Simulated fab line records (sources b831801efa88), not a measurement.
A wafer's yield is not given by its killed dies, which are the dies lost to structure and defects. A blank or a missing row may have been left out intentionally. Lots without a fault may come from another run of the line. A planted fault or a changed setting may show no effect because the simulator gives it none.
Which tool did it? -- flow gf180mcu -- 14 lots with 42 wafers sampled at 3 steps, on a route of 602 steps

## WHAT THE GAUGES SHOWED, per wafer
GF_NSD_CD_MEAS_07: target cd 400 nm. Usual: cd-nm at 400.7 nm, with a standard deviation of 2.5.
lot,measured,on,cd-nm (nm),flag
L257,day 13 11:09,cd-sem-01,400.7 400.5 400.0,
L260,day 14 03:41,cd-sem-02,397.9 400.2 398.7,
L259,day 14 03:45,cd-sem-01,400.3 398.7 398.7,
L262,day 14 20:49,cd-sem-01,402.7 401.9 404.1,
L264,day 15 11:57,cd-sem-02,402.2 401.8 402.6,
L265,day 15 20:49,cd-sem-02,394.5 396.0 399.3,
L266,day 16 11:35,cd-sem-02,399.9 400.9 402.2,
L267,day 16 13:14,cd-sem-02,399.5 399.9 399.0,
L268,day 16 17:09,cd-sem-02,398.1 396.3 397.9,
L269,day 17 06:30,cd-sem-02,399.1 399.0 399.0,
L277,day 20 14:34,cd-sem-01,405.0 401.4 404.8,
L279,day 21 02:27,cd-sem-01,400.3 401.1 399.6,
L278,day 21 04:49,cd-sem-01,401.8 400.1 400.0,
L280,day 21 11:26,cd-sem-01,395.6 397.0 396.6,

GF_SALICIDE_RS_MEAS_04: measures by four-point-probe. Usual: for SALICIDE_TIN_RS the level is 16.3 ohm/sq and the standard deviation is 0.3.
lot,measured,on,SALICIDE_TIN_RS (ohm/sq),flag
L257,day 15 06:44,film-metro-04,15.8 16.1 15.9,
L260,day 16 00:16,film-metro-02,16.1 16.2 15.9,
L259,day 16 00:24,film-metro-04,15.8 16.1 16.0,
L262,day 16 18:19,film-metro-02,16.3 16.2 16.3,
L264,day 17 09:41,film-metro-02,16.0 16.3 15.9,
L265,day 17 20:07,film-metro-04,16.2 16.2 16.0,
L266,day 18 10:44,film-metro-02,15.8 15.9 16.0,
L267,day 18 13:26,film-metro-02,16.7 16.2 16.1,
L268,day 18 17:31,film-metro-03,22.4 16.6 16.6,OFF
L269,day 19 08:05,film-metro-02,16.9 16.7 23.1,OFF
L277,day 22 13:59,film-metro-03,16.2 16.5 16.2,
L279,day 23 01:11,film-metro-02,16.4 16.1 16.3,
L278,day 23 03:52,film-metro-02,16.5 16.6 16.5,
L280,day 23 10:56,film-metro-03,16.0 16.1 16.3,

## WHAT TOOL EACH LOT RAN ON (gives the tool, then ch and the chambers of the sampled wafers, and finally the start)
lot,GF_SALICIDE_SPUTTER_02
L257,"pvd-sputter-01, day 15 06:40"
L260,"pvd-sputter-04, day 16 00:12"
L259,"pvd-sputter-03, day 16 00:19"
L262,"pvd-sputter-03, day 16 18:14"
L264,"pvd-sputter-03, day 17 09:37"
L265,"pvd-sputter-01, day 17 20:02"
L266,"pvd-sputter-01, day 18 10:41"
L267,"pvd-sputter-03, day 18 13:20"
L268,"pvd-sputter-01, day 18 17:28"
L269,"pvd-sputter-01, day 19 08:01"
L277,"pvd-sputter-01, day 22 13:56"
L279,"pvd-sputter-04, day 23 01:07"
L278,"pvd-sputter-03, day 23 03:49"
L280,"pvd-sputter-03, day 23 10:53"
- GF_SALICIDE_SPUTTER_02: material Co, target thk 10 nm, time 20 s.

## AS READ BY THE TOOLS THEMSELVES (means over the sampled wafers that have a number; for cases with no such wafer, the mark the record gives instead)
GF_SALICIDE_SPUTTER_02. Usual: throttle-valve-pct at 30.0 %, with a standard deviation of 1.3.
lot,tool,throttle-valve-pct (%),flag
L257,pvd-sputter-01,30.9,
L260,pvd-sputter-04,28.0,
L259,pvd-sputter-03,30.9,
L262,pvd-sputter-03,30.2,
L264,pvd-sputter-03,30.0,
L265,pvd-sputter-01,30.1,
L266,pvd-sputter-01,29.3,
L267,pvd-sputter-03,30.6,
L268,pvd-sputter-01,29.4,
L269,pvd-sputter-01,30.1,
L277,pvd-sputter-01,30.2,
L279,pvd-sputter-04,28.8,
L278,pvd-sputter-03,30.8,
L280,pvd-sputter-03,30.4,

## THE ANSWER, worked out from the rows above alone
Rule: a lot is off if the mean of its wafers that have a number lies more than 3 standard deviations from the usual mean. Also off: a lot with no number at a reading for which 4 or more lots have one. The other lots that the step has rows for count as sound. First the gauges in route order, then the tools' own readings, where a lot's mean is used as printed above. At the first step where some lot is off, the reading lying furthest off is the one used; lots without a number count as furthest.
Off: L268, L269, seen at GF_SALICIDE_RS_MEAS_04 (SALICIDE_TIN_RS).
If a tool, at a process step before that reading, ran all the lots that are off and no sound lot after the first of them, it fits. The gauges at GF_SALICIDE_RS_MEAS_04 are tried like those tools. Not one of the candidates tried fits.

## WHAT THE SIMULATOR HAD INSERTED
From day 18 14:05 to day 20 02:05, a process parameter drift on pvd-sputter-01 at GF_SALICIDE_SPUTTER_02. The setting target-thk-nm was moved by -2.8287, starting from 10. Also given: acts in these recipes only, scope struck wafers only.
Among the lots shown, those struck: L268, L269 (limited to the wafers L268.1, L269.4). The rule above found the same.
